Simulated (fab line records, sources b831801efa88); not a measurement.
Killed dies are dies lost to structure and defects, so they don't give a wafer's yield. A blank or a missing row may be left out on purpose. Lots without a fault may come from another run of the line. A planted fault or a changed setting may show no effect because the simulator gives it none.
Problem report in the 8D (eight disciplines) form, filled by code | flow sfq_line | the parts of the form that need people (team, actions taken, sign-off) are left out

1. THE PROBLEM
spin_speed_rpm at SFQ_TRILAYER_I1_VIA_LITHO_COAT_049 reads a mean of 2938.3 rpm on 6 wafers of 2 lots; wafers without a fault read 2999.6 rpm with a standard deviation of 2.1. That is -29 standard deviations from the usual mean.
The step: resist thk 650 nm.
First seen on wafer L982.1, day 24 05:01, on litho_track-03. The record holds 42 wafers of 14 lots with a number at this step. Rule for "out", or "out of limits": more than 4 standard deviations from the usual mean. The other wafers with a number count as sound.

2. WHAT IT IS AND WHAT IT IS NOT
question                    | is                     | is not
which readings at this step | spin_speed_rpm         | -
which lots                  | L982, L983             | L967, L968, L970, L971, L975, L976, L979, L984, L987, L988, L989, L990
which wafers of those lots  | all that have a number | -
read on which tools         | litho_track-03         | litho_track-01, litho_track-04
when                        | from day 24 05:01      | up to then (21 sound wafers); but 15 sound wafers of L984, L987, L988, L989, L990 came after

3. SUSPECTS, AND WHAT RULES EACH OUT
Counting: a tool at a process step up to the reading stays a suspect if it ran every lot that is out and no sound lot after the first of them.
- litho_track-03 at SFQ_TRILAYER_I1_VIA_LITHO_COAT_049 (resist thk 650 nm): ruled out as a lasting fault. Sound lots L990 ran on it after its first lot that is out, L982 (day 24 05:01).
Left after counting: nothing in the record.

4. THE CAUSE (what the simulator had put in)
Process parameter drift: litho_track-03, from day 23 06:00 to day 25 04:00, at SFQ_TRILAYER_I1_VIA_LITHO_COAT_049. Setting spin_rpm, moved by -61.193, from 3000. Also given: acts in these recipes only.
Counting ruled it out, wrongly.

5. THE CHAIN OF EFFECTS, in route order
Each row: a reading whose mean over the struck wafers that have a number lies more than 3 standard deviations from the usual. Only readings for which the record gives a usual standard deviation are gone through. hours: the time from each lot's start at the first step in this table that gives one to its start at this step, as a median over the lots. sigmas: the change in usual standard deviations.
hours | step                               | reading        | usual      | on struck wafers | change | sigmas
0     | SFQ_TRILAYER_I1_VIA_LITHO_COAT_049 | spin_speed_rpm | 2999.6 rpm | 2938.3           | -61.3  | -29
The process steps in it:
- SFQ_TRILAYER_I1_VIA_LITHO_COAT_049: resist thk 650 nm.

6. WHAT WOULD HAVE CAUGHT IT SOONER
In this record the first reading out of limits was taken at day 24 05:01, 23 hours after the fault began at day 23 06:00.
